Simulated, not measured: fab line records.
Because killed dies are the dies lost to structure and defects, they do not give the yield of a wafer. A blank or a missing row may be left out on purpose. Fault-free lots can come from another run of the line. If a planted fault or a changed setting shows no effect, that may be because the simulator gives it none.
Comparing a struck lot with a sound one + flow sky130 + 14 out of 708 route steps
Sound: the wafers L976.2, L976.4, L976.6. Struck: wafers L984.2, L984.4, L984.6. The cause comes at the end.
At each step with rows: each side's tool, then ch and its chambers, then its first start. Under that, the readings that differ: sound wafers + struck wafers + difference of the means + sigmas: that difference in standard deviations of wafers without a fault.
alike: a reading whose means differ by less than 2 such deviations, as well as words and numbers matching on both sides. not compared: withheld readings; readings where some wafer has no value; bounds like >300 that might hide an equal value; numbers whose values overlap and for which the record gives no deviation.
The two part at a step that has a row with sigmas, a row that says differs or no value, or rows on one side only. Non-overlapping numbers with no deviation appear without sigmas and do not part them. Lack of a reading on every wafer of one side parts them only where that side has two or more wafers.

SKY_VIA3_SPUTTER_20: material TiN, target thk 20 nm, time 80 s.
  sound on pvdSputter-01, day 41 08:55; struck on pvdSputter-03, day 42 20:58
  alike: cathodeDcPowerW, chamberPressurePa, throttleValvePct
SKY_VIA3_CVD_21: deposits W, target thk 390 nm, time 117.31 s.
  sound on cvdW-02 ch 0,1, day 41 08:59; struck on cvdW-01 ch 0,1, day 42 21:02
  alike: heaterPowerOuterW, heaterPowerW
SKY_VIA3_RS_MEAS_22: the measuring method here is four-point-probe.
  sound on filmMetro-02, day 41 09:08; struck on filmMetro-03, day 42 21:10
  alike: VIA3_W_RS
SKY_VIA3_THK_MEAS_23: measures by xrf.
  sound on filmMetro-02, day 41 09:14; struck on filmMetro-03, day 42 21:17
  alike: VIA3_W_THK
then, 1 step without rows for these wafers: SKY_VIA3_CMP_24 (polishes, stops on SiO2, t overpolish 20 s, target thk 0 nm).
SKY_METAL4_SPUTTER_00: material Ti, target thk 15 nm, time 10 s.
  sound on pvdSputter-04, day 41 09:35; struck on pvdSputter-04, day 42 21:38
  alike: cathodeDcPowerW, chamberPressurePa, throttleValvePct
then, 1 step without rows for these wafers: SKY_METAL4_SPUTTER_01 (material TiN, target thk 20 nm, time 16.7 s).
SKY_METAL4_SPUTTER_02: material AlCu, target thk 735 nm, time 39.1 s.
  sound on pvdSputter-04, day 41 09:38; struck on pvdSputter-04, day 42 21:41
  alike: cathodeDcPowerW, chamberPressurePa, throttleValvePct
then, 1 step without rows for these wafers: SKY_METAL4_SPUTTER_03 (material Ti, target thk 5 nm, time 3.3 s).
SKY_METAL4_SPUTTER_04: material TiN, target thk 70 nm, time 58.3 s.
  sound on pvdSputter-04, day 41 09:41; struck on pvdSputter-04, day 42 21:44
  alike: cathodeDcPowerW, chamberPressurePa, throttleValvePct
then, 1 step without rows for these wafers: SKY_CAP2M_CVD_00 (deposits SiO2, target thk 15.5 nm).
SKY_CAP2M_THK_MEAS_01:
  sound on filmMetro-04, day 41 09:46; struck on filmMetro-04, day 42 21:49
  alike: CAP2M_CVD_00_THK
SKY_CAP2M_SPUTTER_02: material TiN, target thk 200 nm, time 166.7 s.
  sound on pvdSputter-02, day 41 09:49; struck on pvdSputter-03, day 42 21:52
  no value came back on the struck wafers for cathodeDcPowerW (W), chamberPressurePa (Pa), substrateTempC (C), throttleValvePct (%); on the sound wafers cathodeDcPowerW (W) reads 6499.4 6502.1 6501.6
SKY_CAP2M_RS_MEAS_03: the measuring method here is four-point-probe.
  sound on filmMetro-02, day 41 09:57; struck on filmMetro-02, day 42 22:17
| reading               | sound          | struck | difference                    | sigmas |
|-----------------------|----------------|--------|-------------------------------|--------|
| CAP2M_TIN_RS (ohm/sq) | 6.92 6.88 6.95 | - - -  | no value on the struck wafers |        |
  not compared: hold

WHERE THEY PART
Last at SKY_CAP2M_RS_MEAS_03 as far as this record goes, first at SKY_CAP2M_SPUTTER_02.

WHY: the cause the simulator had injected
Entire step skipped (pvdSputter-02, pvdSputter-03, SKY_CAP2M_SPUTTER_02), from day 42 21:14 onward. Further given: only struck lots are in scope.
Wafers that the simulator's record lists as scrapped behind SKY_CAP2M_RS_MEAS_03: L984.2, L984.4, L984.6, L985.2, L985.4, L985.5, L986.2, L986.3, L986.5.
